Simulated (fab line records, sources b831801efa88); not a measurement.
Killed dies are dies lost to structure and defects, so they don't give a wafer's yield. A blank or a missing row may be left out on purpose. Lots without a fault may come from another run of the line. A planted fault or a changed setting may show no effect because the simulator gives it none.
A struck lot beside a sound one | flow gf180mcu | 16 steps out of a route of 602
Sound: wafers L468.3, L468.4, L468.5. Struck: wafers L471.2, L471.6. (L471.5 of the same lot was not struck and is left out.) The cause comes at the end.
At each step with rows: each side's tool, then ch and its chambers, then its first start. Under that, the readings that differ: sound wafers | struck wafers | difference of the means | sigmas: that difference in standard deviations of wafers without a fault.
alike: readings whose means differ by less than 2 such deviations, and words and numbers that are the same on both sides. not compared: withheld readings, readings that some wafer has no value for, bounds like >300 that may hide the same value, and numbers for which the record gives no deviation and whose values overlap.
The two part at a step that has a row with sigmas, a row that says differs or no value, or rows on one side only. Numbers that don't overlap but have no deviation are shown without sigmas and don't part them. A reading that every wafer of one side lacks parts them only if that side has two wafers or more.

first, 3 steps without rows for these wafers: GF_M5_EXPOSE_04 (exposes mask Metal5, target cd 280 nm); GF_M5_PEB_05 (peb time 90 s); GF_M5_DEVELOP_06 (develop time 60 s).
GF_M5_CD_MEAS_07: target cd 280 nm.
  sound on cd_sem-02, day 30 19:20; struck on cd_sem-01, day 31 10:46
  alike: cd_nm
GF_M5_OVL_MEAS_08:
  sound on overlay-01, day 30 19:26; struck on overlay-01, day 31 10:52
  alike: M5_OVL
GF_M5_ETCH_09: etches Si3N4 in CF4/O2, target depth 52 nm, time 11.6 s.
  sound on rie_diel-03 ch 1,3, day 30 19:27; struck on rie_diel-02 ch 2,3, day 31 10:54
  alike: bias_w, drypump_motor_current_A, oes_product_au, throttle_valve_pct
  not compared: rf_hours_counter_h
GF_M5_METAL_ETCH_10: etches the open film in Cl2/BCl3, stops on SiO2, target depth 627.5 nm, time 104.6 s.
  sound on rie_metal-02 ch 0,1, day 30 19:31; struck on rie_metal-01 ch 1, day 31 10:56
  alike: bias_w, drypump_motor_current_A, oes_product_au, throttle_valve_pct
  not compared: rf_hours_counter_h
GF_M5_STRIP_11: strips in O2/N2.
  sound on plasma_asher-04 ch 0,1, day 30 19:37; struck on plasma_asher-01 ch 1, day 31 11:02
  alike: drypump_motor_current_A, heater_power_w, oes_product_au, strip_time_to_endpoint_s
  not compared: rf_hours_counter_h
then, 3 steps without rows for these wafers: GF_M5_STRIP_12 (strips in post etch residue remover, time 1200 s); GF_M5_CLEAN_13 (cleans in DIW); GF_V5_CVD_00 (deposits SiO2, target thk 300 nm, time 50 s).
GF_V5_THK_MEAS_01:
  sound on film_metro-03, day 30 20:38; struck on film_metro-03, day 31 11:38
  alike: V5_CVD_00_THK
GF_V5_CVD_02: deposits SiO2 from TEOS, target thk 1450 nm, time 163.28 s.
  sound on pecvd-03 ch 1,2, day 30 20:41; struck on pecvd-03 ch 0,2, day 31 11:41
  reading                             | sound          | struck    | difference | sigmas
  model.SiO2_of_V5_CVD_02.thk_nm (nm) | 1434 1473 1468 | 2024 2021 | +564       |
  alike: heater_power_w
GF_V5_THK_MEAS_03:
  sound on film_metro-01, day 30 20:49; struck on film_metro-03, day 31 11:47
  reading            | sound          | struck    | difference | sigmas
  V5_CVD_02_THK (nm) | 1434 1474 1467 | 2024 2023 | +565       | +30
GF_V5_CMP_04: polishes SiO2.
  sound on cmp-02 ch 0,2, day 30 20:51; struck on cmp-01 ch 2,3, day 31 11:53
  alike: motor_current_A, platen_rpm
then, 1 step without rows for these wafers: GF_PASSIVATION_PROBE_99.

WHERE THEY PART
Only at GF_V5_THK_MEAS_03, within this record. Later steps at which nothing parts them and some readings are alike: GF_V5_CMP_04.

WHY: what the simulator had put in
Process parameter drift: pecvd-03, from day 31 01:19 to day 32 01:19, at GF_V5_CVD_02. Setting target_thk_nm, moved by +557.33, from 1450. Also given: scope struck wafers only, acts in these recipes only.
